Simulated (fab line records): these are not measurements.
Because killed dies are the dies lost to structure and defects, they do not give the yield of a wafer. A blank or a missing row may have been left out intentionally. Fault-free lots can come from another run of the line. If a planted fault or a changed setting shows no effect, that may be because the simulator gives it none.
What tool caused it? | flow sky130 | 36 wafers from 12 lots sampled at 5 of the route's 708 steps

WHAT THE GAUGES READ, wafer by wafer
SKY_SD_N_RS_MEAS_16: measures by four-point-probe. Usual: SD_N_RS typically reads 68.60 ohm/sq, with standard deviation 0.11.
lot  | measured     | on           | SD_N_RS (ohm/sq)  | flag
L860 | day 28 02:48 | filmMetro-04 | 68.77 68.72 68.71 | 
L861 | day 28 15:52 | filmMetro-02 | 68.59 68.66 68.54 | 
L862 | day 29 07:31 | filmMetro-02 | 68.40 68.47 68.46 | 
L864 | day 30 04:04 | filmMetro-02 | 68.73 68.63 68.70 | 
L865 | day 30 06:59 | filmMetro-01 | 68.43 68.44 68.38 | 
L869 | day 31 08:27 | filmMetro-01 | 68.56 68.42 68.36 | 
L870 | day 31 18:43 | filmMetro-02 | 68.68 68.68 68.67 | 
L872 | day 32 08:05 | filmMetro-04 | 68.61 68.54 68.55 | 
L876 | day 33 21:02 | filmMetro-02 | 66.07 66.11 66.15 | OFF
L880 | day 35 16:55 | filmMetro-01 | 68.45 68.41 68.59 | 
L879 | day 35 17:32 | filmMetro-04 | 66.08 65.90 66.09 | OFF
L881 | day 35 22:05 | filmMetro-02 | 68.69 68.81 68.68 | 

SKY_LI_CONTACT_THK_MEAS_01. Usual: LI_CONTACT_HDPCVD_THK typically reads 927 nm, with standard deviation 10.
lot  | measured     | on           | LI_CONTACT_HDPCVD_THK (nm) | flag
L860 | day 28 03:19 | filmMetro-01 | 927 914 916                | 
L861 | day 28 16:21 | filmMetro-01 | 930 922 920                | 
L862 | day 29 07:59 | filmMetro-02 | 923 940 928                | 
L864 | day 30 04:32 | filmMetro-04 | 932 932 921                | 
L865 | day 30 07:28 | filmMetro-01 | 923 924 920                | 
L869 | day 31 08:55 | filmMetro-04 | 931 918 931                | 
L870 | day 31 19:11 | filmMetro-04 | 934 923 924                | 
L872 | day 32 08:34 | filmMetro-01 | 941 933 923                | 
L876 | day 33 21:59 | filmMetro-04 | 939 931 940                | 
L880 | day 35 17:24 | filmMetro-02 | 925 939 915                | 
L879 | day 35 18:01 | filmMetro-04 | 903 913 919                | 
L881 | day 35 22:34 | filmMetro-01 | 929 934 931                | 

EACH LOT AND THE TOOL THAT RAN IT (in order: tool; ch and the chambers of the sampled wafers; start)
lot  | SKY_POLY_CUT_ETCH_11              | SKY_SD_P_STRIP_10                   | SKY_SD_N_IMPLANT_10
L860 | rieDiel-02 ch 0,2, day 24 10:28   | plasmaAsher-02 ch 0,1, day 25 15:43 | implanter-04 ch 0, day 28 02:16
L861 | rieDiel-02 ch 0,3, day 25 00:37   | plasmaAsher-04 ch 0,1, day 26 05:10 | implanter-01 ch 0, day 28 15:17
L862 | rieDiel-02 ch 0,2,3, day 25 17:28 | plasmaAsher-04 ch 0,1, day 26 23:01 | implanter-02 ch 0, day 29 06:58
L864 | rieDiel-03 ch 0,1,2, day 26 17:28 | plasmaAsher-04 ch 0,1, day 27 21:35 | implanter-01 ch 0, day 30 03:32
L865 | rieDiel-03 ch 0,1,3, day 26 20:13 | plasmaAsher-01 ch 0,1, day 28 01:38 | implanter-01 ch 0, day 30 06:26
L869 | rieDiel-02 ch 0,1,3, day 27 22:10 | plasmaAsher-04 ch 0,1, day 29 01:30 | implanter-02 ch 0, day 31 07:56
L870 | rieDiel-02 ch 1,2,3, day 28 09:19 | plasmaAsher-01 ch 0,1, day 29 11:02 | implanter-04 ch 0, day 31 18:11
L872 | rieDiel-02 ch 0,1,3, day 28 23:16 | plasmaAsher-01 ch 0,1, day 30 01:55 | implanter-01 ch 0, day 32 07:32
L876 | rieDiel-03 ch 0,3, day 30 13:04   | plasmaAsher-01 ch 0,1, day 31 15:45 | implanter-01 ch 0, day 33 20:11
L880 | rieDiel-02 ch 0,3, day 32 08:07   | plasmaAsher-01 ch 0,1, day 33 11:20 | implanter-01 ch 0, day 35 16:23
L879 | rieDiel-04 ch 0,2,3, day 32 08:25 | plasmaAsher-01 ch 0,1, day 33 11:56 | implanter-02 ch 0, day 35 16:41
L881 | rieDiel-02 ch 0,1,3, day 32 13:49 | plasmaAsher-02 ch 0,1, day 33 17:11 | implanter-04 ch 0, day 35 21:32
- SKY_POLY_CUT_ETCH_11: etches Si3N4 in CF4/CH2F2/Ar, stops on poly-Si, time 42.5 s, target depth 60 nm.
- SKY_SD_P_STRIP_10: strips in O2/N2.
- SKY_SD_N_IMPLANT_10

WHAT THE TOOLS THEMSELVES READ (means of the sampled wafers that have a number; where no wafer has one, the mark that the record gives instead)
SKY_POLY_CUT_ETCH_11. Usual: cf4FlowSccm 40.00 sccm, standard deviation 0.11; drypumpMotorCurrentA 5.6 A, standard deviation 0.53; oesProductAu 0.830 a.u., standard deviation 0.0061; throttleValvePct 14.994 %, standard deviation 0.0085.
lot  | tool       | cf4FlowSccm (sccm) | drypumpMotorCurrentA (A) | oesProductAu (a.u.) | throttleValvePct (%) | flag
L860 | rieDiel-02 | 40.10              | 6.1                      | 0.835               | 14.994               | 
L861 | rieDiel-02 | 40.08              | 5.4                      | 0.828               | 14.998               | 
L862 | rieDiel-02 | 40.05              | 5.7                      | 0.828               | 14.995               | 
L864 | rieDiel-03 | 40.06              | 5.8                      | 0.830               | 14.994               | 
L865 | rieDiel-03 | 39.99              | 5.3                      | 0.840               | 15.001               | 
L869 | rieDiel-02 | 40.02              | 5.6                      | 0.830               | 14.999               | 
L870 | rieDiel-02 | 39.93              | 5.7                      | 0.829               | 14.994               | 
L872 | rieDiel-02 | 40.00              | 5.6                      | 0.832               | 14.988               | 
L876 | rieDiel-03 | 40.00              | 5.0                      | 0.835               | 14.998               | 
L880 | rieDiel-02 | 40.02              | 5.4                      | 0.830               | 14.994               | 
L879 | rieDiel-04 | 40.06              | 5.6                      | 0.830               | 14.996               | 
L881 | rieDiel-02 | 39.91              | 5.6                      | 0.830               | 14.992               | 

SKY_SD_P_STRIP_10. Usual: drypumpMotorCurrentA 5.5 A, standard deviation 0.38; oesProductAu 0.617 a.u., standard deviation 0.0047; stripTimeToEndpointS 17.49 s, standard deviation 0.046.
lot  | tool           | drypumpMotorCurrentA (A) | oesProductAu (a.u.) | stripTimeToEndpointS (s) | flag
L860 | plasmaAsher-02 | 6.0                      | 0.618               | 17.45                    | 
L861 | plasmaAsher-04 | 5.7                      | 0.616               | 17.53                    | 
L862 | plasmaAsher-04 | 5.7                      | 0.617               | 17.52                    | 
L864 | plasmaAsher-04 | 5.8                      | 0.615               | 17.52                    | 
L865 | plasmaAsher-01 | 5.1                      | 0.617               | 17.51                    | 
L869 | plasmaAsher-04 | 5.7                      | 0.620               | 17.45                    | 
L870 | plasmaAsher-01 | 5.2                      | 0.617               | 17.46                    | 
L872 | plasmaAsher-01 | 5.1                      | 0.621               | 17.54                    | 
L876 | plasmaAsher-01 | 5.1                      | 0.619               | 17.43                    | 
L880 | plasmaAsher-01 | 5.1                      | 0.614               | 17.50                    | 
L879 | plasmaAsher-01 | 5.2                      | 0.614               | 17.50                    | 
L881 | plasmaAsher-02 | 6.0                      | 0.621               | 17.53                    | 

THE ANSWER, worked out from the rows above alone
Rule: lot off if the mean of its wafers having a number is beyond 3 standard deviations from the usual mean. Also off: a lot with no number at a reading for which 4 or more lots have one. The other lots that the step has rows for count as sound. Order of review: gauges by route order, followed by the tools' own readings, for which a lot's mean as printed above is used. The first step at which some lot is off is used, and at that step the reading that is off furthest; a lot without a number counts as furthest.
Off: L876, L879, seen at SKY_SD_N_RS_MEAS_16 (SD_N_RS).
If a tool, at a process step before that reading, ran all the lots that are off and no sound lot after the first of them, it fits. The gauges at SKY_SD_N_RS_MEAS_16 are tried like those tools. Of those tried, none fits.

WHAT HAD BEEN PUT IN BY THE SIMULATOR
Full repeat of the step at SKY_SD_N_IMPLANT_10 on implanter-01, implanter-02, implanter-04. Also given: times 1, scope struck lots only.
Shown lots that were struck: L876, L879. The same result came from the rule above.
